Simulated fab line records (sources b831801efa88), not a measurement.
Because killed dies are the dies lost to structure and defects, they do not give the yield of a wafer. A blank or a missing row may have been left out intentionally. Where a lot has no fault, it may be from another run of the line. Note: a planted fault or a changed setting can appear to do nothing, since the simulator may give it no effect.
The tool behind it: which one? -- flow sky130 -- 13 lots with 39 wafers sampled at 4 steps, on a route of 708 steps

WHAT EACH GAUGE READ, for each wafer
SKY_METAL2_OVL_MEAS_16.
lot,measured,on,METAL2_OVL (nm)
L394,day 35 03:04,overlay-02,5 5 -4
L395,day 35 21:19,overlay-02,-10 -9 -12
L396,day 36 02:34,overlay-01,-4 -3 -5
L397,day 36 05:52,overlay-02,4 6 4
L399,day 36 23:03,overlay-01,-6 2 -1
L400,day 37 04:22,overlay-01,-2 0 0
L401,day 37 06:28,overlay-01,0 -1 1
L402,day 37 11:54,overlay-02,-7 -8 -8
L403,day 37 18:46,overlay-02,-12 -3 -7
L412,day 40 13:18,overlay-02,-8 -4 -4
L413,day 40 18:01,overlay-01,5 -2 -3
L414,day 41 04:10,overlay-02,-3 -3 4
L417,day 42 00:52,overlay-01,-2 3 -2

SKY_CAPM_THK_MEAS_01.
lot,measured,on,CAPM_CVD_00_THK (nm)
L394,day 36 08:14,film-metro-04,15.39 15.67 15.66
L395,day 37 01:59,film-metro-02,15.71 15.76 15.78
L396,day 37 07:10,film-metro-01,15.60 15.66 15.76
L397,day 37 10:38,film-metro-02,15.59 15.48 15.92
L399,day 38 03:54,film-metro-04,15.75 15.44 16.15
L400,day 38 09:32,film-metro-01,15.18 15.59 15.79
L401,day 38 10:55,film-metro-04,15.31 15.60 15.60
L402,day 38 16:35,film-metro-04,15.66 15.81 15.62
L403,day 38 22:56,film-metro-01,15.64 15.69 15.58
L412,day 41 16:50,film-metro-02,18.42 18.49 18.96
L413,day 41 20:59,film-metro-02,18.49 18.58 18.54
L414,day 42 07:44,film-metro-02,18.58 18.62 18.97
L417,day 43 03:51,film-metro-01,15.80 15.69 15.71

WHAT TOOL EACH LOT RAN ON (gives the tool, then ch and the chambers of the sampled wafers, and finally the start)
lot,SKY_VIA2_CVD_21,SKY_METAL3_SPUTTER_00
L394,"cvd-w-02 ch 0,1, day 36 07:28","pvd-sputter-04, day 36 08:04"
L395,"cvd-w-02 ch 0,1, day 37 01:11","pvd-sputter-04, day 37 01:45"
L396,"cvd-w-01 ch 0,1, day 37 06:23","pvd-sputter-04, day 37 06:56"
L397,"cvd-w-01 ch 0,1, day 37 09:53","pvd-sputter-02, day 37 10:26"
L399,"cvd-w-01 ch 0, day 38 02:59","pvd-sputter-02, day 38 03:44"
L400,"cvd-w-02 ch 0,1, day 38 08:47","pvd-sputter-02, day 38 09:21"
L401,"cvd-w-02 ch 0,1, day 38 10:07","pvd-sputter-02, day 38 10:43"
L402,"cvd-w-02 ch 1, day 38 15:47","pvd-sputter-02, day 38 16:24"
L403,"cvd-w-01 ch 0,1, day 38 22:08","pvd-sputter-04, day 38 22:45"
L412,"cvd-w-02 ch 0,1, day 41 15:44","pvd-sputter-04, day 41 16:39"
L413,"cvd-w-02 ch 0,1, day 41 20:12","pvd-sputter-01, day 41 20:49"
L414,"cvd-w-02 ch 0,1, day 42 06:57","pvd-sputter-02, day 42 07:34"
L417,"cvd-w-02 ch 0,1, day 43 03:01","pvd-sputter-01, day 43 03:38"
- SKY_VIA2_CVD_21: deposits W, target thk 420 nm, time 126.4 s.
- SKY_METAL3_SPUTTER_00: material Ti, target thk 15 nm, time 10 s.

AS READ BY THE TOOLS THEMSELVES (means over the sampled wafers that have a number; for cases with no such wafer, the mark the record gives instead)
SKY_VIA2_CVD_21.
lot,tool,heater-power-w (W)
L394,cvd-w-02,846
L395,cvd-w-02,864
L396,cvd-w-01,800
L397,cvd-w-01,816
L399,cvd-w-01,790
L400,cvd-w-02,809
L401,cvd-w-02,826
L402,cvd-w-02,769
L403,cvd-w-01,812
L412,cvd-w-02,789
L413,cvd-w-02,770
L414,cvd-w-02,764
L417,cvd-w-02,773

SKY_METAL3_SPUTTER_00.
lot,tool,throttle-valve-pct (%)
L394,pvd-sputter-04,29.2
L395,pvd-sputter-04,30.2
L396,pvd-sputter-04,29.9
L397,pvd-sputter-02,29.8
L399,pvd-sputter-02,29.8
L400,pvd-sputter-02,29.7
L401,pvd-sputter-02,30.1
L402,pvd-sputter-02,30.2
L403,pvd-sputter-04,29.3
L412,pvd-sputter-04,30.2
L413,pvd-sputter-01,30.7
L414,pvd-sputter-02,29.3
L417,pvd-sputter-01,31.9

THE ANSWER, worked out from the rows above alone
Rule: what is usual is taken from the lots themselves. Put in order of their means at a reading, lots are off if they are a third of the lots or fewer, leave a main group of 4 or more, and stand apart from it by a gap of 3 or more times the standard deviation of the main group's means; of several such gaps the widest counts. The tables above print the reading to a certain number of digits; a main group whose means all agree to those digits is not used. Also off: a lot with no number at a reading for which 4 or more lots have one. Where the step has rows for the other lots, those lots are counted as sound. Order of review: gauges by route order, followed by the tools' own readings, for which a lot's mean as printed above is used. The first step at which some lot is off is used, and at that step the reading that is off furthest; a lot without a number counts as furthest.
Off: at SKY_CAPM_THK_MEAS_01 (CAPM_CVD_00_THK), L412, L413, L414. For the main group the mean is 15.65 nm and the standard deviation 0.09.
If a tool, at a process step before that reading, ran all the lots that are off and no sound lot after the first of them, it fits. Those tools and the gauges at SKY_CAPM_THK_MEAS_01 are tried in the same way. One fits: film-metro-02 at SKY_CAPM_THK_MEAS_01. Its last sound lot is L397 (day 37 10:38), its first lot that is off L412 (day 41 16:50): a fault that began between those two fits.

WHAT THE SIMULATOR HAD INSERTED
Metrology matching offset: film-metro-02, from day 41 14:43 on, at SKY_CAPM_THK_MEAS_01. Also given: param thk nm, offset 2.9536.
Shown lots that were struck: L412, L413, L414. The rule given above showed the same thing.
